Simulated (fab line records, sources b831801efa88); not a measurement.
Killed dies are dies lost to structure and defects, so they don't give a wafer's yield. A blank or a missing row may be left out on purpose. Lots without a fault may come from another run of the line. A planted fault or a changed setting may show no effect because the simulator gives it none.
A struck lot beside a sound one | flow sky130 | 15 steps out of a route of 708
Sound: wafers L997.1, L997.3, L997.6. Struck: wafers L994.4, L994.6. (L994.3 of the same lot was not struck and is left out.) The cause comes at the end.
At each step with rows: each side's tool, then ch and its chambers, then its first start. Under that, the readings that differ: sound wafers | struck wafers | difference of the means | sigmas: that difference in standard deviations of wafers without a fault.
alike: readings whose means differ by less than 2 such deviations, and words and numbers that are the same on both sides. not compared: withheld readings, readings that some wafer has no value for, bounds like >300 that may hide the same value, and numbers for which the record gives no deviation and whose values overlap.
The two part at a step that has a row with sigmas, a row that says differs or no value, or rows on one side only. Numbers that don't overlap but have no deviation are shown without sigmas and don't part them. A reading that every wafer of one side lacks parts them only if that side has two wafers or more.

first, 8 steps without rows for these wafers: SKY_POLY_GATE_DEHYDRATE_05 (time 60 s); SKY_POLY_GATE_HMDS_06 (prime time 60 s); SKY_POLY_GATE_COAT_07 (resist thk 110 nm); SKY_POLY_GATE_COAT_08 (resist thk 450 nm); SKY_POLY_GATE_SOFTBAKE_09 (time 90 s); SKY_POLY_GATE_EXPOSE_10 (exposes mask P1M, target cd 150 nm); SKY_POLY_GATE_PEB_11; SKY_POLY_GATE_DEVELOP_12 (develop time 60 s).
SKY_POLY_GATE_CD_MEAS_13: target cd 150 nm.
  sound on cd_sem-02, day 22 03:07; struck on cd_sem-01, day 20 23:11
  alike: cd_nm
SKY_POLY_GATE_OVL_MEAS_14:
  sound on overlay-02, day 22 03:14; struck on overlay-01, day 20 23:17
  reading            | sound | struck | difference | sigmas
  POLY_GATE_OVL (nm) | 0 3 4 | -9 -8  | -11        | -2
SKY_POLY_GATE_ETCH_15: etches BARC in N2/H2, stops on SiO2, time 118.5 s, target depth 110 nm.
  sound on rie_diel-02 ch 0,1,2, day 22 03:16; struck on rie_diel-02 ch 1, day 20 23:19
  alike: drypump_motor_current_A, oes_product_au, rf_fwd_power_W, run_length_s, throttle_valve_pct
  not compared: rf_hours_counter_h
SKY_POLY_GATE_ETCH_16: etches Si3N4 in CH3F/O2, stops on poly-Si, time 147.5 s, target depth 75 nm.
  sound on rie_diel-02 ch 0,1,2, day 22 03:21; struck on rie_diel-02 ch 1, day 20 23:23
  alike: drypump_motor_current_A, oes_product_au, rf_fwd_power_W, run_length_s, throttle_valve_pct
  not compared: rf_hours_counter_h
SKY_POLY_GATE_ETCH_17: etches poly-Si in HBr/Cl2, stops on SiO2, target depth 180 nm, time 70.5 s.
  sound on rie_si-01 ch 2,3, day 22 03:27; struck on rie_si-02 ch 0, day 20 23:29
  reading                                          | sound             | struck      | difference                    | sigmas
  drypump_motor_current_A (A)                      | 4.7 5.8 5.8       | 6.4 6.4     | +1.0                          | +2
  rf_fwd_power_W (W)                               | 397.9 394.6 394.3 | - -         | no value on the struck wafers |
  run_length_s (s)                                 | 98.7 98.9 98.5    | 80.2 80.8   | -18.2                         | -42
  model.POLY_GATE.feature_depth_nm (nm)            | 177.9 179.7 178.7 | 130.1 130.5 | -48.5                         |
  model.etch.depth_nm (nm)                         | 177.9 179.7 178.7 | 130.1 130.5 | -48.5                         |
  model.KrF-thick_of_POLY_GATE_COAT_08.thk_nm (nm) | 140.7 146.6 144.1 | 170.5 168.2 | +25.6                         |
  alike: oes_product_au, throttle_valve_pct
  not compared: rf_hours_counter_h
SKY_POLY_GATE_STRIP_18: strips in O2/N2.
  sound on plasma_asher-04 ch 1, day 22 03:31; struck on plasma_asher-02 ch 0,1, day 20 23:35
  reading                      | sound             | struck      | difference | sigmas
  oes_product_au (a.u.)        | 0.360 0.359 0.365 | 0.373 0.376 | +0.013     | +3
  strip_time_to_endpoint_s (s) | 3.17 3.23 3.21    | 3.49 3.48   | +0.28      | +6
  alike: drypump_motor_current_A
  not compared: rf_hours_counter_h
then, 1 step without rows for these wafers: SKY_POLY_GATE_CLEAN_19 (cleans in SC1/SC2, time 150 s).

WHERE THEY PART
First at SKY_POLY_GATE_OVL_MEAS_14; last, within this record, at SKY_POLY_GATE_STRIP_18.

WHY: what the simulator had put in
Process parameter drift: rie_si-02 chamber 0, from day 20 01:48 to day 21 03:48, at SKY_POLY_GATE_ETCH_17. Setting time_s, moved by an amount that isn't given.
